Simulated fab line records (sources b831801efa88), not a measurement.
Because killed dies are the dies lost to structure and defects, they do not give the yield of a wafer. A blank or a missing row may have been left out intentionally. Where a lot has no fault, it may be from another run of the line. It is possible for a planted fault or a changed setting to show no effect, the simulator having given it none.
Matching of chambers	flow sky130	SKY_CONTACT_CMP_27 on cmp-02: 4 sister chambers
The step polishes, stops on SiO2, t overpolish 15 s, target thk 0 nm. 8 wafers are shown with their chamber, then 7 later ones without.

WAFERS, EACH WITH ITS CHAMBER
wafer	chamber	motor current A (A)	slurry filter dp kPa (kPa)
L743.3	2	11.0	13.55
L747.1	2	10.7	13.54
L747.4	1	10.5	13.46
L749.3	0	11.8	13.56
L749.5	1	10.5	13.44
L749.6	0	12.8	13.60
L762.1	3	11.9	13.33
L762.5	3	11.2	13.48

WAFERS WITHOUT THEIR CHAMBER
wafer	motor current A (A)	slurry filter dp kPa (kPa)
L762.6	10.8	13.59
L763.2	12.5	13.51
L763.5	12.6	13.47
L763.6	10.5	13.45
L764.2	11.1	13.71
L764.3	10.6	13.57
L764.4	13.2	13.43

WHICH CHAMBER EACH ONE RAN IN
wafer	from the rows above	in truth
L762.6	can't be placed: 2 or 1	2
L763.2	can't be placed: 0 or 3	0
L763.5	can't be placed: 0 or 3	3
L763.6	can't be placed: 1 or 2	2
L764.2	can't be placed: 2 or 0 or 1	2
L764.3	can't be placed: 2 or 1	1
L764.4	can't be placed: 0 or 3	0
Placed correctly: 0 of 7. Unplaceable from these rows: 7, with the true chamber sitting among the candidates in 7. 0 placed wrongly.
How it was worked out, from the rows above alone: a wafer's distance from a chamber is the root of the sum, over the readings, of the square of ((its reading less the chamber's mean) divided by the reading's scatter). If the next closest chamber is less than 2 further off than the closest, the wafer can't be placed; otherwise it belongs to the closest. Each chamber's mean is taken over the wafers shown for it. The scatter is the square root of a quotient: the sum, over the shown wafers, of each reading's squared deviation from its chamber's mean, divided by wafers minus chambers.
